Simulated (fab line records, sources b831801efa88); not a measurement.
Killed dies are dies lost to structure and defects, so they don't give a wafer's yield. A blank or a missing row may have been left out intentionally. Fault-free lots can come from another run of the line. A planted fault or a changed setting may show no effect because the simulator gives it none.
2 desks, one fault | flow gf180mcu | what lay behind the numbers comes last; until then each desk has only its own

== THE TOOL OWNER'S DESK: pecvd-04 ==
The tool's own readings at GF_CONTACT_CVD_02 (deposits SiO2 from TEOS, target thk 860 nm, time 95.992 s): means of the sampled wafers that have a number, for each lot that ran on this tool. If a lot's mean is further than 4 standard deviations from the usual mean, the lot is out of limits and carries the mark OUT (the distance appears in the brackets).
Columns: A = heaterPowerW at GF_CONTACT_CVD_02, usual 627 W
lot  | first seen here | A
L658 | day 15 02:59    | 601
L662 | day 16 16:47    | 702
L668 | day 18 17:18    | 712
L670 | day 19 11:08    | 545
L677 | day 21 21:26    | 662
L678 | day 22 09:08    | 651
Result from this desk: across the 6 lots, nothing is out of limits.

== THE METROLOGY DESK ==
What the gauges read, lot by lot, whatever tool the lot ran on: means of the sampled wafers that have a number. If a lot's mean is further than 4 standard deviations from the usual mean, the lot is out of limits and carries the mark OUT (the distance appears in the brackets).
Columns: A = M3_OVL at GF_M3_OVL_MEAS_15, usual -2 nm; B = cdNm at GF_V3_CD_MEAS_14, usual 260.2 nm; C = V4_OVL at GF_V4_OVL_MEAS_15, usual -2 nm
lot  | first seen here | A  | B     | C
L658 | day 21 07:17    | 1  | 262.5 | -3
L660 | day 22 01:30    | -1 | 259.1 | -5
L661 | day 22 12:19    | -5 | 260.6 | -5
L662 | day 23 01:57    | -2 | 258.6 | -5
L663 | day 23 05:19    | -1 | 258.0 | 4
L665 | day 24 04:18    | 6  | 262.5 | -8
L666 | day 24 08:09    | 0  | 261.1 | 2
L667 | day 24 13:10    | -1 | 259.3 | 5
L668 | day 24 20:57    | -7 | 261.3 | -5
L670 | day 25 14:59    | 2  | 261.2 | -5
L675 | day 27 05:56    | 1  | 260.3 | -8
L677 | day 27 17:07    | 6  | 259.5 | -6
L678 | day 28 03:53    | 0  | 259.4 | -11
L680 | day 28 18:01    | -0 | 260.6 | 9
Result from this desk: across the 14 lots, nothing is out of limits.

== PUT TOGETHER ==
Nothing out of limits was seen by the tool owner's desk.
At the metrology desk, nothing out of limits was observed.

== WHAT WAS PUT IN BY THE SIMULATOR ==
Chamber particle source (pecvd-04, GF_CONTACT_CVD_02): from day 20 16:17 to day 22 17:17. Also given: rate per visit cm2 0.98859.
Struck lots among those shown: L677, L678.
